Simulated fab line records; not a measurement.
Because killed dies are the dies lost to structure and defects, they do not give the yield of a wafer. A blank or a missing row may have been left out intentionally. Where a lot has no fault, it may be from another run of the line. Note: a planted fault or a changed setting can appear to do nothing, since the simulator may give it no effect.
Matching of chambers ; flow gf180mcu ; 4 sister chambers for GF_CONTACT_CMP_04 on cmp-01
The step polishes SiO2. 8 wafers are shown with their chamber, then 7 later ones without.

== WAFERS, EACH WITH ITS CHAMBER ==
wafer;chamber;motorCurrentA (A);timeToEndpointS (s)
L078.3;3;11.6;103
L078.4;0;13.2;115
L084.5;2;10.9;109
L085.1;1;13.9;108
L085.4;3;11.2;109
L085.6;1;13.2;109
L088.3;0;13.6;104
L088.4;2;11.2;105

== WAFERS WHOSE CHAMBER IS MISSING ==
wafer;motorCurrentA (A);timeToEndpointS (s)
L088.6;12.9;113
L089.2;11.3;107
L089.5;11.5;117
L089.6;11.2;114
L095.2;11.2;107
L095.3;14.2;109
L095.4;13.3;108

== THE CHAMBER EACH PASSED THROUGH ==
wafer;from the rows above;in truth
L088.6;can't be placed: 0 or 1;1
L089.2;can't be placed: 3 or 2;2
L089.5;can't be placed: 3 or 2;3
L089.6;can't be placed: 2 or 3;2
L095.2;can't be placed: 2 or 3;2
L095.3;can't be placed: 1 or 0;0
L095.4;can't be placed: 0 or 1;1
Placed correctly: 0 of 7. Not placeable from these rows: 7 (in 7, the candidates include the true chamber). 0 placed wrongly.
How it was worked out, from the rows above alone: a wafer's distance from a chamber is the root of the sum, over the readings, of the square of ((its reading less the chamber's mean) divided by the reading's scatter). If the next closest chamber is less than 2 further off than the closest, the wafer can't be placed; otherwise it belongs to the closest. Each chamber's mean is taken over the wafers shown for it. The scatter: the root of (the sum of the squares of (reading less its chamber's mean) over the shown wafers, divided by (wafers less chambers)).
